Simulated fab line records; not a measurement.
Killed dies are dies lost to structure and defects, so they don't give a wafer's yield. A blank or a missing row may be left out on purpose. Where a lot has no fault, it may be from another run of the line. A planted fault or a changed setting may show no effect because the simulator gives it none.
2 desks, one fault :: flow sky130 :: what lay behind the numbers comes last; until then each desk has only its own

## THE METROLOGY DESK
Lot by lot, what the gauges showed, no matter which tool ran the lot: averages of those sampled wafers that carry a number. Any lot whose mean is over 4 standard deviations away from the usual mean is out of limits and marked OUT; that distance is given in the brackets.
Columns: A = PASSIVATION_CVD_02_THK at SKY_PASSIVATION_THK_MEAS_03, usual 540 nm
lot: L199
first seen here: day 44 06:09
A: 538

lot: L200
first seen here: day 44 12:14
A: 543

lot: L201
first seen here: day 44 16:20
A: 541

lot: L202
first seen here: day 44 23:01
A: 530

lot: L203
first seen here: day 45 18:45
A: 541

lot: L208
first seen here: day 46 18:40
A: 536

lot: L209
first seen here: day 48 09:28
A: 551

lot: L215
first seen here: day 48 13:14
A: 545

lot: L216
first seen here: day 48 20:07
A: 534

lot: L218
first seen here: day 48 23:10
A: 537

lot: L219
first seen here: day 49 03:50
A: 544

lot: L220
first seen here: day 49 08:37
A: 539

lot: L221
first seen here: day 49 14:44
A: 542
Finding of this desk: none of the 13 lots has anything out of limits.

## FOR THE TOOL OWNER'S DESK: pvd_sputter-01
At SKY_CONTACT_SPUTTER_23 (material TiN, target thk 20 nm, time 80 s) the tool's own readings: per lot run on this tool, the mean of the sampled wafers that have a number. Any lot whose mean is over 4 standard deviations away from the usual mean is out of limits and marked OUT; that distance is given in the brackets.
Columns: A = throttle_valve_pct at SKY_CONTACT_SPUTTER_23, usual 29.4 %
lot: L199
first seen here: day 32 00:19
A: 29.6

lot: L200
first seen here: day 32 05:40
A: 29.7

lot: L201
first seen here: day 32 10:38
A: 29.1

lot: L208
first seen here: day 35 02:59
A: 29.7

lot: L209
first seen here: day 35 06:50
A: 29.6

lot: L218
first seen here: day 38 00:40
A: 29.7

lot: L221
first seen here: day 38 21:24
A: 28.9
Finding of this desk: none of the 7 lots has anything out of limits.

## PUT TOGETHER
Metrology desk: nothing out of limits seen.
Nothing out of limits was seen by the tool owner's desk.

## WHAT HAD BEEN PUT IN BY THE SIMULATOR
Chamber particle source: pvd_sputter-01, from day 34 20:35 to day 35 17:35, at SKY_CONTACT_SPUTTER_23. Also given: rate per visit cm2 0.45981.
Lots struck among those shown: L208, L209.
